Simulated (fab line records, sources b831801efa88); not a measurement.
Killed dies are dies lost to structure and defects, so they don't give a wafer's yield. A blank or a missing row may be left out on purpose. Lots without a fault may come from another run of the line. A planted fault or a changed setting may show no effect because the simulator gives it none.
Chamber matching | flow gf180mcu | GF_STI_CMP_25 on cmp-01: 4 sister chambers
The step polishes, stops on Si3N4, t overpolish 33 s, target thk 524.6 nm. 22 wafers are shown with their chamber, then 11 later ones without.

WAFERS WITH THEIR CHAMBER
wafer  | chamber | motor_current_A (A) | time_to_endpoint_s (s)
L920.3 | 0       | 10.6                | 125
L920.5 | 0       | 10.6                | 127
L920.6 | 1       | 11.3                | 124
L921.1 | 3       | 14.4                | 121
L921.4 | 2       | 11.4                | 123
L921.5 | 0       | 11.5                | 123
L922.1 | 1       | 11.4                | 125
L922.2 | 3       | 13.8                | 126
L922.6 | 1       | 10.8                | 130
L923.1 | 0       | 10.6                | 134
L923.4 | 2       | 11.6                | 132
L923.6 | 0       | 11.7                | 131
L924.2 | 0       | 11.2                | 123
L924.5 | 0       | 11.6                | 125
L924.6 | 3       | 14.7                | 125
L925.1 | 2       | 11.0                | 123
L925.5 | 1       | 11.4                | 120
L925.6 | 0       | 11.2                | 125
L926.2 | 2       | 10.9                | 126
L926.5 | 0       | 11.6                | 130
L926.6 | 1       | 11.4                | 118
L928.1 | 2       | 11.4                | 122

SIGNATURES (means of the wafers above)
reading            | chamber 0 | chamber 1 | chamber 2 | chamber 3 | scatter within a chamber
motor_current_A    | 11.178    | 11.260    | 11.260    | 14.300    | 0.393
time_to_endpoint_s | 127.00    | 123.40    | 125.20    | 124.00    | 3.99
Rule: a wafer's distance from a chamber is the root of the sum, over the readings, of the square of ((its reading less the chamber's mean) divided by the reading's scatter). The wafer belongs to the nearest chamber; if the next one is less than 2 further off, it can't be placed. The scatter: the root of (the sum of the squares of (reading less its chamber's mean) over the shown wafers, divided by (wafers less chambers)).

WAFERS WITHOUT THEIR CHAMBER
wafer  | motor_current_A (A) | time_to_endpoint_s (s)
L928.5 | 10.8                | 120
L928.6 | 11.2                | 121
L938.1 | 10.6                | 124
L938.2 | 11.0                | 120
L938.3 | 14.8                | 120
L939.1 | 11.1                | 124
L939.3 | 13.9                | 118
L939.4 | 10.9                | 129
L943.2 | 14.3                | 128
L943.5 | 13.9                | 127
L943.6 | 11.0                | 130

WHICH CHAMBER EACH WENT THROUGH
wafer  | from the rows above          | in truth
L928.5 | can't be placed: 1 or 2 or 0 | 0
L928.6 | can't be placed: 1 or 2 or 0 | 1
L938.1 | can't be placed: 0 or 1 or 2 | 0
L938.2 | can't be placed: 1 or 2 or 0 | 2
L938.3 | 3                            | 3
L939.1 | can't be placed: 1 or 2 or 0 | 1
L939.3 | 3                            | 3
L939.4 | can't be placed: 0 or 2 or 1 | 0
L943.2 | 3                            | 3
L943.5 | 3                            | 3
L943.6 | can't be placed: 0 or 2 or 1 | 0
Placed correctly: 4 of 11. Can't be placed from these rows: 7 (the true chamber is among the candidates in 7). Placed wrongly: 0.
